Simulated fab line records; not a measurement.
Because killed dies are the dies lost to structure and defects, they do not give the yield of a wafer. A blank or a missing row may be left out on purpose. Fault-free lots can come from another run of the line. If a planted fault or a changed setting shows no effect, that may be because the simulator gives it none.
8D (eight disciplines) problem report, filled in by code || flow sky130 || the parts of the form that need people (team, actions taken, sign-off) are left out

== 1. PROBLEM STATEMENT ==
Mean of killed at front end at SKY_PAD_OPEN_PROBE_99: 49 across 2 wafers in 2 lots; on wafers with no fault it is 16 (standard deviation 4.6). Relative to the usual mean, that is a shift of +7.2 standard deviations.
First observed at day 52 18:10: wafer L572.2, on prober-02. The record holds 36 wafers of 12 lots with a number at this step. By rule, "out" or "out of limits" means more than 4 standard deviations away from the usual mean. Any other wafer with a number is counted as sound.

== 2. WHAT IT IS, WHAT IT ISN'T ==
{"question": "which readings at this step", "is": "killed at front end", "is not": "killed_at_M4_up, killed at contacts, killed at other, killed open, killed short"}
{"question": "which lots", "is": "L571, L572", "is not": "L550, L552, L553, L555, L556, L557, L558, L562, L564, L570"}
{"question": "which wafers of those lots", "is": "L571.3, L572.2", "is not": "L571.2, L571.4, L572.4, L572.6"}
{"question": "read on which tools", "is": "prober-02", "is not": "prober-01"}
{"question": "when", "is": "from day 52 18:10", "is not": "up to then (30 sound wafers); but 4 sound wafers of L571, L572 came after"}

== 3. THE SUSPECTS, EACH WITH WHAT RULES IT OUT ==
Counting: if a tool at a process step up to the reading ran every lot that is out, it stays a suspect. Sound lots after the first of them don't rule it out here, since some wafers of a struck lot are sound.
- plasma asher-03 at SKY_VT_ADJUST_HVTP_STRIP_10 (strips in O2/N2): kept. It processed each lot that is out (first: L571, day 15 08:16); up to then, its last sound lot is L570 (day 15 07:52).
- prober-02 at SKY_PAD_OPEN_PROBE_99: kept. It processed each lot that is out (first: L572, day 52 18:10); up to then, its last sound lot is L557 (day 45 13:34). On those wafers its own readings are out: killed at front end.
- At SKY_VT_ADJUST_HVTP_STRIP_10 on plasma asher-03, chamber 1 took the sound wafers of the same lots and chamber 0 took the wafers that are out.
Left after counting: plasma asher-03 at SKY_VT_ADJUST_HVTP_STRIP_10, prober-02 at SKY_PAD_OPEN_PROBE_99.

== 4. THE CAUSE (what the simulator had put in) ==
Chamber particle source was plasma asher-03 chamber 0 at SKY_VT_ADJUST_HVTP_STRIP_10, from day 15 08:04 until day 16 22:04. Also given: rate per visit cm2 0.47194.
2 suspects survive the count, and this tool is in that group.

== 5. THE CHAIN OF EFFECTS, in route order ==
One row per reading whose mean, taken over the struck wafers that have a number, lies over 3 standard deviations from the usual. Scope: only readings with a usual standard deviation given in the record; hours: median across lots of the time from each lot's start at the first step in this table that gives one to its start at this step; sigmas: change in usual standard deviations.
{"hours": 0, "step": "SKY_PAD_OPEN_PROBE_99", "reading": "killed at front end", "usual": 16, "on struck wafers": 49, "change": "+33", "sigmas": "+7.2"}
The process steps in it:
- SKY_PAD_OPEN_PROBE_99

== 6. WHAT WOULD HAVE CAUGHT IT SOONER ==
The fault began at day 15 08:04; the first out-of-limits reading in this record came at day 52 18:10, 898 hours later.
An alarm limit of 4 standard deviations would not have fired on the tool readings at SKY_VT_ADJUST_HVTP_STRIP_10 for which the record gives a usual standard deviation, since none of them was out on any struck wafer.
Each of the lots that are out, 2 in all, had begun SKY_VT_ADJUST_HVTP_STRIP_10 on plasma asher-03 no later than day 52 18:10. Holding the tool at that point would not have protected any of them.
